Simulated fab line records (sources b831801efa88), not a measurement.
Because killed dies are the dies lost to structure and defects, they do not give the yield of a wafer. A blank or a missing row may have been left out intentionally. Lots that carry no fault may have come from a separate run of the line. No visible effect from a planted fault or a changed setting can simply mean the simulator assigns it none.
Which tool did it? + flow sky130 + 13 lots with 38 wafers sampled at 4 steps, on a route of 708 steps

== WHAT THE GAUGES READ, wafer by wafer ==
SKY_SONOS_ONO_THK_MEAS_05.
| lot  | measured     | on            | SONOS_ONO_CVD_04_THK (nm) |
|------|--------------|---------------|---------------------------|
| L539 | day 11 20:58 | film-metro-03 | 5.74 5.70 5.70            |
| L540 | day 12 01:00 | film-metro-03 | 5.73 5.72 5.75            |
| L541 | day 12 09:05 | film-metro-02 | 5.73 5.79 5.75            |
| L544 | day 13 09:14 | film-metro-01 | 5.74 5.80 5.80            |
| L545 | day 13 23:17 | film-metro-03 | 5.70 5.82 5.73            |
| L547 | day 14 15:49 | film-metro-02 | 5.80 5.79 5.67            |
| L548 | day 15 06:55 | film-metro-02 | 5.70 5.63 5.77            |
| L549 | day 15 06:55 | film-metro-01 | 5.64 5.60 5.59            |
| L551 | day 15 20:22 | film-metro-02 | 5.92 5.88 5.93            |
| L552 | day 15 21:56 | film-metro-01 | 5.80 5.81 5.75            |
| L556 | day 17 10:08 | film-metro-01 | 5.82 5.73                 |
| L557 | day 17 14:59 | film-metro-01 | 5.51 5.54 5.56            |
| L558 | day 18 00:34 | film-metro-02 | 5.52 5.43 5.54            |

SKY_POLY_GATE_CD_MEAS_13: the cd target is 150 nm.
| lot  | measured     | on        | cd-nm (nm)        |
|------|--------------|-----------|-------------------|
| L539 | day 16 15:11 | cd-sem-01 | 148.7 149.9 150.4 |
| L540 | day 16 20:04 | cd-sem-02 | 150.9 149.5 149.5 |
| L541 | day 17 07:19 | cd-sem-02 | 149.6 149.4 149.3 |
| L544 | day 18 12:52 | cd-sem-01 | 149.8 150.1 150.7 |
| L545 | day 19 03:28 | cd-sem-02 | 150.8 150.6 149.9 |
| L547 | day 19 21:28 | cd-sem-01 | 139.3 138.5 139.3 |
| L548 | day 20 16:22 | cd-sem-01 | 149.7 151.4 150.4 |
| L549 | day 20 14:23 | cd-sem-01 | 141.0 140.1 141.6 |
| L551 | day 21 04:04 | cd-sem-01 | 141.4 142.0 142.1 |
| L552 | day 21 05:36 | cd-sem-02 | 150.4 149.7 150.7 |
| L556 | day 22 18:51 | cd-sem-02 | 150.5 150.6       |
| L557 | day 23 04:34 | cd-sem-01 | 150.2 149.7 148.1 |
| L558 | day 23 08:45 | cd-sem-02 | 149.9 150.6 151.4 |

== WHAT TOOL EACH LOT RAN ON (gives the tool, then ch and the chambers of the sampled wafers, and finally the start) ==
| lot  | SKY_SONOS_ONO_ETCH_15              | SKY_POLY_GATE_EXPOSE_10           |
|------|------------------------------------|-----------------------------------|
| L539 | rie-diel-04 ch 0,1,2, day 12 21:07 | krf-scanner-01 ch 0, day 16 00:45 |
| L540 | rie-diel-04 ch 0,1,2, day 13 01:31 | krf-scanner-02 ch 0, day 16 06:29 |
| L541 | rie-diel-04 ch 1,2,3, day 13 10:02 | krf-scanner-01 ch 0, day 16 17:17 |
| L544 | rie-diel-01 ch 0,1,3, day 14 11:46 | krf-scanner-01 ch 0, day 17 22:58 |
| L545 | rie-diel-01 ch 0,1,3, day 15 01:44 | krf-scanner-02 ch 0, day 18 12:29 |
| L547 | rie-diel-03 ch 0,1,3, day 15 18:49 | krf-scanner-02 ch 0, day 19 06:28 |
| L548 | rie-diel-03 ch 2,3, day 16 10:53   | krf-scanner-01 ch 0, day 20 00:48 |
| L549 | rie-diel-04 ch 0,2,3, day 16 11:28 | krf-scanner-02 ch 0, day 19 22:44 |
| L551 | rie-diel-03 ch 1,2,3, day 17 01:17 | krf-scanner-02 ch 0, day 20 13:14 |
| L552 | rie-diel-01 ch 1,2,3, day 17 02:22 | krf-scanner-01 ch 0, day 20 14:38 |
| L556 | rie-diel-01 ch 1, day 18 15:37     | krf-scanner-01 ch 0, day 22 03:26 |
| L557 | rie-diel-04 ch 0,2,3, day 18 20:31 | krf-scanner-01 ch 0, day 22 13:04 |
| L558 | rie-diel-01 ch 0,2,3, day 19 05:32 | krf-scanner-01 ch 0, day 22 17:00 |
- SKY_SONOS_ONO_ETCH_15: etches the open film in CHF3/O2, target depth 19.52 nm, time 7.8 s.
- SKY_POLY_GATE_EXPOSE_10: exposes mask P1M, target cd 150 nm.

== AS READ BY THE TOOLS THEMSELVES (means over the sampled wafers that have a number; for cases with no such wafer, the mark the record gives instead) ==
SKY_SONOS_ONO_ETCH_15.
| lot  | tool        | drypump-motor-current-A (A) | oes-product-au (a.u.) | throttle-valve-pct (%) |
|------|-------------|-----------------------------|-----------------------|------------------------|
| L539 | rie-diel-04 | 6.0                         | 0.995                 | 8.827                  |
| L540 | rie-diel-04 | 5.9                         | 0.999                 | 8.825                  |
| L541 | rie-diel-04 | 5.5                         | 0.980                 | 8.830                  |
| L544 | rie-diel-01 | 5.8                         | 1.010                 | 8.818                  |
| L545 | rie-diel-01 | 5.8                         | 1.004                 | 8.834                  |
| L547 | rie-diel-03 | 5.7                         | 0.997                 | 8.822                  |
| L548 | rie-diel-03 | 6.2                         | 0.994                 | 8.822                  |
| L549 | rie-diel-04 | 5.5                         | 0.989                 | 8.823                  |
| L551 | rie-diel-03 | 5.9                         | 0.987                 | 8.821                  |
| L552 | rie-diel-01 | 6.1                         | 1.002                 | 8.822                  |
| L556 | rie-diel-01 | 6.2                         | 1.006                 | 8.820                  |
| L557 | rie-diel-04 | 5.5                         | 0.986                 | 8.818                  |
| L558 | rie-diel-01 | 5.8                         | 1.006                 | 8.831                  |

SKY_POLY_GATE_EXPOSE_10.
| lot  | tool           | exposure-dose-mJ-cm2 |
|------|----------------|----------------------|
| L539 | krf-scanner-01 | 27.998               |
| L540 | krf-scanner-02 | 27.998               |
| L541 | krf-scanner-01 | 28.010               |
| L544 | krf-scanner-01 | 28.022               |
| L545 | krf-scanner-02 | 27.994               |
| L547 | krf-scanner-02 | 29.863               |
| L548 | krf-scanner-01 | 27.978               |
| L549 | krf-scanner-02 | 29.478               |
| L551 | krf-scanner-02 | 29.474               |
| L552 | krf-scanner-01 | 28.006               |
| L556 | krf-scanner-01 | 28.012               |
| L557 | krf-scanner-01 | 28.008               |
| L558 | krf-scanner-01 | 28.009               |

== THE ANSWER, worked out from the rows above alone ==
Rule: the usual values come from the lots themselves. Put in order of their means at a reading, lots are off if they are a third of the lots or fewer, leave a main group of 4 or more, and stand apart from it by a gap of 3 or more times the standard deviation of the main group's means; of several such gaps the widest counts. A main group whose means are all the same, to the digits that the tables above print for the reading, isn't used. A lot without any number at a reading at which 4 lots or more have one is off too. All remaining lots with rows at the step are treated as sound. The gauges are gone through in route order, then the tools' own readings, and for those a lot's mean is taken as printed above. At the first step where some lot is off, the reading lying furthest off is the one used; lots without a number count as furthest.
Off at SKY_POLY_GATE_CD_MEAS_13 (cd-nm): L547, L549, L551. The main group has a mean of 150.1 nm with a standard deviation of 0.45.
A tool fits if, at a process step before that reading, it ran every lot that is off, and no sound lot after the first of them. The gauges at SKY_POLY_GATE_CD_MEAS_13 aren't tried: what is off there is off at SKY_POLY_GATE_EXPOSE_10 too, on other tools, and a gauge's error can't cause that. One candidate fits, namely krf-scanner-02 at SKY_POLY_GATE_EXPOSE_10. Its last sound lot is L545 (day 18 12:29), its first lot that is off L547 (day 19 06:28): a fault that began between those two fits.
On the lots that are off, the tool's own readings at SKY_POLY_GATE_EXPOSE_10 differ by more than 5 times the standard deviation of the sound lots' means, which bears it out; exposure-dose-mJ-cm2 reads 29.605 there versus 28.003 on the sound lots.

== WHAT WAS PUT IN BY THE SIMULATOR ==
Process parameters drifting: krf-scanner-02 at SKY_POLY_GATE_EXPOSE_10, beginning at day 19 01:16. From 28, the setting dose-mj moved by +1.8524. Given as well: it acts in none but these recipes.
Lots struck among those shown: L547, L549, L551. The same result came from the rule above.
